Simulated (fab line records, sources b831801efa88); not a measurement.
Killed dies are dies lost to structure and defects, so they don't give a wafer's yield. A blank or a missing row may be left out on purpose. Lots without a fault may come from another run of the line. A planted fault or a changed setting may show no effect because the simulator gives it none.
fab line records ; flow sky130
record: lots: 13; wafers: 39; last-day: 51
route steps=708 shown FIELD_ISO@1 PWDE@54 NWELL@67 VT_ADJUST_HVTR@138
lots with no fault: from the same line, run without faults
start-h: the number of hours between the record's first day and the start of the first shown wafer of the lot ; wait-h: hours elapsed since this lot's preceding step ; " unchanged from the row above ; L1.1+2: a single row standing in for several wafers ; - no value, or no start was given ; * or withheld: withheld ; < > ~ a bound
route shown NAME@n: names a module that has steps shown in the file, with the first one's number in the route ; usual: the fault-free wafers' mean and standard deviation ; same: alike in all rows ; chamber/n: place in a boat ; sites: per-site readings ; _std_site: the standard deviation of these ; _edge_site: inner sites' mean taken away from outer sites' mean ; radius-mm: how far each site lies from the wafer's centre ; mask NAME#n: copy n ; behind: the tool/chamber that last shaped the wafer ; hold: reason for holding the lot/hours on hold/outcome of the hold ; device: the n, p or np transistor that did not switch ; end of line: the same wafers' tests at the end of the route ; step lacking rows: just its recipe ; killed: at the first sort, the dies lost to defects and structure; wafer yield is something else ; map: a wafer's dies, x killed, . not, _ none there
set.NAME: the setting as run; set.NAME@STEP: as run at that earlier step ; model.NAME: the simulator's own value behind a step, which no gauge read
steps of the route over a sample of lots; a table a step, a row a wafer
services: a tool's chamber out of use, with start hour (start-h, from the record's first day; less than 0 if before it), hours out, and reason
== steps ==
step: SKY_FIELD_ISO_BOW_MEAS_00
recipe: mode: bow
usual: INCOMING_BOW: -1/6.9
lot.wafer;tool;chamber;start-h;wait-h;INCOMING_BOW[um]
L767.1;film-metro-02;-;10.00;-;10
L767.3;film-metro-02;-;10.00;-;7
L767.4;film-metro-02;-;10.00;-;3
L768.1;film-metro-01;-;15.00;-;-1
L768.2;film-metro-01;-;15.00;-;-2
L768.5;film-metro-01;-;15.00;-;2
L772.1;film-metro-03;-;35.00;-;7
L772.3;film-metro-03;-;35.00;-;6
L772.5;film-metro-03;-;35.00;-;1
L779.1;film-metro-01;-;70.00;-;4
L779.4;film-metro-01;-;70.00;-;1
L779.5;film-metro-01;-;70.00;-;15
L780.3;film-metro-01;-;75.04;-;-4
L780.5;film-metro-01;-;75.04;-;-6
L780.6;film-metro-01;-;75.04;-;-8
L782.1;film-metro-03;-;85.00;-;2
L782.2;film-metro-03;-;85.00;-;0
L782.6;film-metro-03;-;85.00;-;15
L784.2;film-metro-03;-;95.02;-;3
L784.3;film-metro-03;-;95.02;-;6
L784.4;film-metro-03;-;95.02;-;5
L785.3;film-metro-01;-;100.04;-;5
L785.5;film-metro-01;-;100.04;-;-3
L785.6;film-metro-01;-;100.04;-;-8
L786.3;film-metro-03;-;105.04;-;-1
L786.4;film-metro-03;-;105.04;-;2
L786.5;film-metro-03;-;105.04;-;-8
L787.1;film-metro-01;-;110.00;-;-10
L787.2;film-metro-01;-;110.00;-;-9
L787.4;film-metro-01;-;110.00;-;-5
L788.2;film-metro-01;-;115.02;-;-1
L788.5;film-metro-01;-;115.02;-;-3
L788.6;film-metro-01;-;115.02;-;6
L789.1;film-metro-03;-;120.00;-;2
L789.3;film-metro-03;-;120.00;-;6
L789.5;film-metro-03;-;120.00;-;-11
L790.1;film-metro-01;-;125.00;-;-6
L790.2;film-metro-01;-;125.00;-;4
L790.4;film-metro-01;-;125.00;-;-2
step: SKY_PWDE_STRIP_09
recipe: chemistry: O2/N2; power-w: 1400; pressure-mtorr: 1500; platen-temp-c: withheld; o2-flow-sccm: 3000; n2-flow-sccm: 300; overash-fraction: 0.5
usual: drypump-motor-current-A: 5.9/0.43; oes-product-au: 0.723/0.0044; strip-time-to-endpoint-s: 36.91/0.12
lot.wafer;tool;chamber;start-h;wait-h;drypump-motor-current-A;oes-product-au;rf-hours-counter-h;strip-time-to-endpoint-s
L767.1;plasma-asher-03;0;67.95;0.1;6.1;0.724;35;36.88
L767.3;plasma-asher-03;1;67.95;0.1;5.3;0.727;-;36.94
L767.4;plasma-asher-03;0;67.95;0.1;6.1;0.727;-;36.93
L768.1;plasma-asher-02;0;75.23;0.1;5.8;0.719;39;36.79
L768.2;plasma-asher-02;1;75.23;0.1;5.9;0.734;39;36.88
L768.5;plasma-asher-02;1;75.23;0.1;6.0;0.718;-;36.83
L772.1;plasma-asher-03;0;99.88;0.1;6.1;0.940;39;-
L772.3;plasma-asher-03;0;99.88;0.1;6.0;0.936;-;-
L772.5;plasma-asher-03;1;99.88;0.1;5.3;0.941;-;-
L779.1;plasma-asher-01;0;137.30;0.1;6.7;0.721;47;36.95
L779.4;plasma-asher-01;1;137.30;0.1;5.7;0.719;-;36.91
L779.5;plasma-asher-01;1;137.30;0.1;5.7;0.728;-;36.95
L780.3;plasma-asher-01;0;141.07;0.1;6.7;0.723;-;36.79
L780.5;plasma-asher-01;1;141.07;0.1;5.7;0.721;-;36.76
L780.6;plasma-asher-01;0;141.07;0.1;6.7;0.721;-;36.80
L782.1;plasma-asher-02;0;151.60;0.1;5.8;0.715;3;36.76
L782.2;plasma-asher-02;1;151.60;0.1;6.0;0.729;3;36.96
L782.6;plasma-asher-02;1;151.60;0.1;5.9;0.714;-;36.88
L784.2;plasma-asher-02;0;170.39;0.1;5.8;0.726;5;37.10
L784.3;plasma-asher-02;0;170.39;0.1;5.8;0.727;-;37.07
L784.4;plasma-asher-02;1;170.39;0.1;5.9;0.722;-;36.94
L785.3;plasma-asher-01;0;182.84;0.1;6.7;0.723;-;36.92
L785.5;plasma-asher-01;0;182.84;0.1;6.7;0.721;-;36.86
L785.6;plasma-asher-01;1;182.84;0.1;5.7;0.732;-;36.94
L786.3;plasma-asher-02;1;182.91;0.1;5.9;0.722;-;37.03
L786.4;plasma-asher-02;0;182.91;0.1;5.8;0.725;-;37.03
L786.5;plasma-asher-02;1;182.91;0.1;5.9;0.719;-;36.97
L788.2;plasma-asher-03;1;193.18;0.1;5.3;0.724;48;36.90
L788.5;plasma-asher-03;0;193.18;0.1;6.0;0.719;-;36.78
L788.6;plasma-asher-03;1;193.18;0.1;5.3;0.726;-;36.98
L787.1;plasma-asher-01;0;193.20;0.1;6.7;0.721;52;36.84
L787.2;plasma-asher-01;1;193.20;0.1;5.7;0.722;52;36.79
L787.4;plasma-asher-01;0;193.20;0.1;6.7;0.729;-;36.78
L789.1;plasma-asher-03;1;195.58;0.1;5.3;0.724;48;36.78
L789.3;plasma-asher-03;1;195.58;0.1;5.3;0.722;-;36.80
L789.5;plasma-asher-03;1;195.58;0.1;5.3;0.723;-;36.90
L790.1;plasma-asher-03;1;230.73;0.1;5.3;0.722;52;36.88
L790.2;plasma-asher-03;0;230.73;0.1;6.0;0.718;52;36.91
L790.4;plasma-asher-03;0;230.73;0.1;6.0;0.719;-;37.01
step: SKY_NWELL_STRIP_14
recipe: chemistry: O2/N2; power-w: 1400; pressure-mtorr: 1500; platen-temp-c: withheld; o2-flow-sccm: 3000; n2-flow-sccm: 300; overash-fraction: 0.5
usual: drypump-motor-current-A: 5.7/0.43; oes-product-au: 0.722/0.0041; strip-time-to-endpoint-s: 36.91/0.089
lot.wafer;tool;chamber;start-h;wait-h;drypump-motor-current-A;oes-product-au;rf-hours-counter-h;strip-time-to-endpoint-s
L767.1;plasma-asher-04;0;85.60;0.1;5.4;0.723;28;36.89
L767.3;plasma-asher-04;1;85.60;0.1;5.3;0.723;-;36.83
L767.4;plasma-asher-04;0;85.60;0.1;5.3;0.717;-;36.85
L768.1;plasma-asher-04;1;92.54;0.1;5.3;0.723;29;36.86
L768.2;plasma-asher-04;0;92.54;0.1;5.3;0.722;29;36.81
L768.5;plasma-asher-04;1;92.54;0.1;5.3;0.724;-;36.78
L772.1;plasma-asher-01;0;117.69;0.1;6.7;0.731;45;58.21
L772.3;plasma-asher-01;1;117.69;0.1;5.7;0.727;-;58.33
L772.5;plasma-asher-01;1;117.69;0.1;5.7;0.728;-;58.09
L779.1;plasma-asher-04;1;154.10;0.1;5.3;0.715;36;36.90
L779.4;plasma-asher-04;1;154.10;0.1;5.3;0.722;-;36.91
L779.5;plasma-asher-04;1;154.10;0.1;5.3;0.728;-;36.88
L780.3;plasma-asher-01;1;157.94;0.1;5.7;0.723;-;37.02
L780.5;plasma-asher-01;1;157.94;0.1;5.6;0.721;-;36.85
L780.6;plasma-asher-01;0;157.94;0.1;6.7;0.723;-;37.05
L782.1;plasma-asher-04;0;169.55;0.1;5.4;0.723;37;36.81
L782.2;plasma-asher-04;1;169.55;0.1;5.3;0.717;37;36.79
L782.6;plasma-asher-04;0;169.55;0.1;5.3;0.723;-;36.73
L784.2;plasma-asher-01;0;192.39;0.1;6.7;0.725;52;36.97
L784.3;plasma-asher-01;0;192.39;0.1;6.7;0.718;-;37.04
L784.4;plasma-asher-01;1;192.39;0.1;5.7;0.722;-;36.93
L785.3;plasma-asher-01;1;203.59;0.1;5.7;0.720;-;37.01
L785.5;plasma-asher-01;0;203.59;0.1;6.7;0.719;-;36.97
L785.6;plasma-asher-01;1;203.59;0.1;5.7;0.728;-;36.99
L786.3;plasma-asher-02;1;204.34;0.1;5.9;0.724;-;36.92
L786.4;plasma-asher-02;0;204.34;0.1;5.8;0.727;-;37.02
L786.5;plasma-asher-02;1;204.34;0.1;6.0;0.719;-;36.96
L788.2;plasma-asher-04;1;214.99;0.1;5.3;0.724;41;36.95
L788.5;plasma-asher-04;1;214.99;0.1;5.3;0.716;-;37.07
L788.6;plasma-asher-04;0;214.99;0.1;5.3;0.726;-;36.98
L787.1;plasma-asher-02;1;215.34;0.1;5.9;0.721;10;36.89
L787.2;plasma-asher-02;0;215.34;0.1;5.8;0.716;10;36.92
L787.4;plasma-asher-02;0;215.34;0.1;5.8;0.720;-;36.84
L789.1;plasma-asher-02;0;217.55;0.1;5.8;0.719;10;36.91
L789.3;plasma-asher-02;0;217.55;0.1;5.8;0.719;-;36.85
L789.5;plasma-asher-02;1;217.55;0.1;6.0;0.718;-;37.01
L790.1;plasma-asher-04;1;254.00;0.1;5.3;0.724;45;36.98
L790.2;plasma-asher-04;0;254.00;0.1;5.3;0.723;45;36.95
L790.4;plasma-asher-04;0;254.00;0.1;5.3;0.724;-;36.93
step: SKY_NWELL_TW_MEAS_15
usual: NWELL_TW: 1817/22
lot.wafer;tool;chamber;start-h;wait-h;NWELL_TW
L767.1;film-metro-04;-;85.70;0.1;1836
L767.3;film-metro-04;-;85.70;0.1;1833
L767.4;film-metro-04;-;85.70;0.1;1830
L768.1;film-metro-03;-;92.64;0.1;1787
L768.2;film-metro-03;-;92.64;0.1;1769
L768.5;film-metro-03;-;92.64;0.1;1775
L772.1;film-metro-02;-;117.79;0.1;30
L772.3;film-metro-02;-;117.79;0.1;30
L772.5;film-metro-02;-;117.79;0.1;30
L779.1;film-metro-02;-;154.20;0.1;1831
L779.4;film-metro-02;-;154.20;0.1;1820
L779.5;film-metro-02;-;154.20;0.1;1832
L780.3;film-metro-04;-;158.03;0.1;1838
L780.5;film-metro-04;-;158.03;0.1;1827
L780.6;film-metro-04;-;158.03;0.1;1836
L782.1;film-metro-04;-;169.65;0.1;1822
L782.2;film-metro-04;-;169.65;0.1;1838
L782.6;film-metro-04;-;169.65;0.1;1817
L784.2;film-metro-03;-;192.50;0.1;1785
L784.3;film-metro-03;-;192.50;0.1;1786
L784.4;film-metro-03;-;192.50;0.1;1792
L785.3;film-metro-02;-;203.67;0.1;1831
L785.5;film-metro-02;-;203.67;0.1;1825
L785.6;film-metro-02;-;203.67;0.1;1829
L786.3;film-metro-02;-;204.42;0.1;1822
L786.4;film-metro-02;-;204.42;0.1;1825
L786.5;film-metro-02;-;204.42;0.1;1824
L788.2;film-metro-04;-;215.10;0.1;1838
L788.5;film-metro-04;-;215.10;0.1;1829
L788.6;film-metro-04;-;215.10;0.1;1836
L787.1;film-metro-04;-;215.44;0.1;1828
L787.2;film-metro-04;-;215.44;0.1;1826
L787.4;film-metro-04;-;215.44;0.1;1822
L789.1;film-metro-03;-;217.65;0.1;1776
L789.3;film-metro-03;-;217.65;0.1;1785
L789.5;film-metro-03;-;217.65;0.1;1769
L790.1;film-metro-03;-;254.10;0.1;1786
L790.2;film-metro-03;-;254.10;0.1;1789
L790.4;film-metro-03;-;254.10;0.1;1784
step: SKY_VT_ADJUST_HVTR_CD_MEAS_07
recipe: target-cd-nm: 380
usual: cd-nm: 379.3/2.3
lot.wafer;tool;chamber;start-h;wait-h;cd-nm
L767.1;cd-sem-01;-;195.62;0.1;378.6
L767.3;cd-sem-01;-;195.62;0.1;378.3
L767.4;cd-sem-01;-;195.62;0.1;379.9
L768.1;cd-sem-02;-;205.62;0.1;377.6
L768.2;cd-sem-02;-;205.62;0.1;375.5
L768.5;cd-sem-02;-;205.62;0.1;378.7
L772.1;cd-sem-02;-;236.50;0.1;377.6
L772.3;cd-sem-02;-;236.50;0.1;377.1
L772.5;cd-sem-02;-;236.50;0.1;378.6
L779.1;cd-sem-01;-;286.92;0.1;379.2
L779.4;cd-sem-01;-;286.92;0.1;379.3
L779.5;cd-sem-01;-;286.92;0.1;379.8
L780.3;cd-sem-01;-;291.51;0.1;380.3
L780.5;cd-sem-01;-;291.51;0.1;381.3
L780.6;cd-sem-01;-;291.51;0.1;382.4
L782.1;cd-sem-01;-;309.32;0.1;379.4
L782.2;cd-sem-01;-;309.32;0.1;379.0
L782.6;cd-sem-01;-;309.32;0.1;377.4
L784.2;cd-sem-02;-;335.62;0.1;377.9
L784.3;cd-sem-02;-;335.62;0.1;375.9
L784.4;cd-sem-02;-;335.62;0.1;377.9
L785.3;cd-sem-02;-;351.84;0.1;378.9
L785.5;cd-sem-02;-;351.84;0.1;377.4
L785.6;cd-sem-02;-;351.84;0.1;379.8
L786.3;cd-sem-02;-;352.84;0.1;379.2
L786.4;cd-sem-02;-;352.84;0.1;377.5
L786.5;cd-sem-02;-;352.84;0.1;381.6
L788.2;cd-sem-01;-;365.72;0.1;380.4
L788.5;cd-sem-01;-;365.72;0.1;381.0
L788.6;cd-sem-01;-;365.72;0.1;380.7
L787.1;cd-sem-02;-;366.00;0.1;376.4
L787.2;cd-sem-02;-;366.00;0.1;376.1
L787.4;cd-sem-02;-;366.00;0.1;377.9
L789.1;cd-sem-01;-;369.62;0.1;378.4
L789.3;cd-sem-01;-;369.62;0.1;377.5
L789.5;cd-sem-01;-;369.62;0.1;379.8
L790.1;cd-sem-01;-;415.90;0.1;379.6
L790.2;cd-sem-01;-;415.90;0.1;380.8
L790.4;cd-sem-01;-;415.90;0.1;379.4
step: SKY_VT_ADJUST_HVTR_STRIP_10
recipe: chemistry: O2/N2; power-w: 1400; pressure-mtorr: 1500; platen-temp-c: withheld; o2-flow-sccm: 3000; n2-flow-sccm: 300; overash-fraction: 0.5
usual: drypump-motor-current-A: 5.8/0.44; oes-product-au: 0.715/0.0047; strip-time-to-endpoint-s: 14.18/0.043
lot.wafer;tool;chamber;start-h;wait-h;drypump-motor-current-A;oes-product-au;rf-hours-counter-h;strip-time-to-endpoint-s
L767.1;plasma-asher-02;0;195.92;0.1;5.8;0.718;8;14.18
L767.3;plasma-asher-02;0;195.92;0.1;5.7;0.718;-;14.18
L767.4;plasma-asher-02;1;195.92;0.1;5.9;0.713;-;14.17
L768.1;plasma-asher-01;1;205.92;0.1;5.7;0.723;53;14.13
L768.2;plasma-asher-01;0;205.92;0.1;6.7;0.719;53;14.13
L768.5;plasma-asher-01;1;205.92;0.1;5.7;0.706;-;14.12
L772.1;plasma-asher-02;0;236.81;0.1;5.8;0.718;12;14.20
L772.3;plasma-asher-02;1;236.81;0.1;6.0;0.720;-;14.16
L772.5;plasma-asher-02;1;236.81;0.1;5.9;0.721;-;14.18
L779.1;plasma-asher-01;1;287.22;0.1;5.7;0.714;60;14.21
L779.4;plasma-asher-01;1;287.22;0.1;5.7;0.708;-;14.22
L779.5;plasma-asher-01;0;287.22;0.1;6.7;0.713;-;14.22
L780.3;plasma-asher-01;1;291.81;0.1;5.7;0.708;-;14.20
L780.5;plasma-asher-01;1;291.81;0.1;5.7;0.721;-;14.21
L780.6;plasma-asher-01;0;291.81;0.1;6.7;0.719;-;14.17
L782.1;plasma-asher-04;0;309.62;0.1;5.3;0.716;51;14.22
L782.2;plasma-asher-04;1;309.62;0.1;5.3;0.719;51;14.26
L782.6;plasma-asher-04;1;309.62;0.1;5.3;0.724;-;14.21
L784.2;plasma-asher-01;1;335.91;0.1;5.7;0.716;65;14.18
L784.3;plasma-asher-01;0;335.91;0.1;6.7;0.718;-;14.19
L784.4;plasma-asher-01;1;335.91;0.1;5.6;0.724;-;14.20
L785.3;plasma-asher-01;0;352.14;0.1;6.6;0.716;-;14.20
L785.5;plasma-asher-01;1;352.14;0.1;5.7;0.718;-;14.14
L785.6;plasma-asher-01;0;352.14;0.1;6.7;0.721;-;14.19
L786.3;plasma-asher-02;0;353.14;0.1;5.8;0.714;-;14.15
L786.4;plasma-asher-02;1;353.14;0.1;6.0;0.709;-;14.19
L786.5;plasma-asher-02;1;353.14;0.1;6.0;0.712;-;14.16
L788.2;plasma-asher-04;0;366.00;0.1;5.3;0.712;56;14.16
L788.5;plasma-asher-04;0;366.00;0.1;5.3;0.720;-;14.15
L788.6;plasma-asher-04;1;366.00;0.1;5.3;0.718;-;14.13
L787.1;plasma-asher-02;0;366.30;0.1;5.8;0.712;24;14.24
L787.2;plasma-asher-02;1;366.30;0.1;5.9;0.718;24;14.28
L787.4;plasma-asher-02;1;366.30;0.1;6.0;0.716;-;14.26
L789.1;plasma-asher-02;1;369.92;0.1;5.9;0.717;25;14.20
L789.3;plasma-asher-02;0;369.92;0.1;5.7;0.712;-;14.22
L789.5;plasma-asher-02;1;369.92;0.1;5.9;0.721;-;14.14
L790.1;plasma-asher-04;1;416.20;0.1;5.3;0.714;61;14.21
L790.2;plasma-asher-04;0;416.20;0.1;5.3;0.714;61;14.20
L790.4;plasma-asher-04;1;416.20;0.1;5.3;0.716;-;14.24
== services ==
tool;chamber;start-h;hours;kind
plasma-asher-03;-;46.99;1.2;repair
plasma-asher-04;-;75.45;1.0;repair
plasma-asher-02;-;108.75;9.0;pm
plasma-asher-02;0;108.75;9.0;vent-cycle
plasma-asher-02;1;108.75;9.0;vent-cycle
plasma-asher-02;0;117.75;-;clean
plasma-asher-02;1;117.75;-;clean
plasma-asher-01;-;194.69;4.2;repair
plasma-asher-04;-;197.53;2.8;pm
plasma-asher-03;-;210.66;1.0;repair
plasma-asher-03;-;236.07;2.6;repair
plasma-asher-01;-;337.57;2.8;pm
plasma-asher-02;-;365.76;0.5;repair
== key ==
first-sign: step: SKY_PWDE_STRIP_09; reading: oes-product-au; direction: up; sigmas: 50; usual: 0.723; struck: 0.939
effect: step: SKY_NWELL_STRIP_14; reading: strip-time-to-endpoint-s; direction: up; sigmas: 99+; usual: *; struck: *
effect: step: SKY_NWELL_TW_MEAS_15; reading: NWELL_TW; direction: down; sigmas: 82; usual: 1817; struck: 30
met-at SKY_PWDE_STRIP_09
struck-lots L772
sort-left-out L772.1,L772.3,L772.5
tester-left-out L772
not-acting-at SKY_FIELD_ISO_BOW_MEAS_00,SKY_VT_ADJUST_HVTR_CD_MEAS_07,SKY_VT_ADJUST_HVTR_STRIP_10
onset-between 67.95 99.88
fault: kind: strip-aborted; tool: plasma-asher-03; chamber: -; onset-h: 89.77; steps: SKY_PWDE_STRIP_09; offset: 0.72591; end-h: 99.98
tester-left-out: of these lots the tester's yield and bins aren't shown, on N5 and GAA mostly nor the transistor test; their killed dies are dies lost to structure and defects alone, not to doping, threshold or leakage, so they don't give the yield
sort-left-out: the simulated sort isn't trusted on such a fault, so these wafers' sort isn't shown, and their yield isn't known
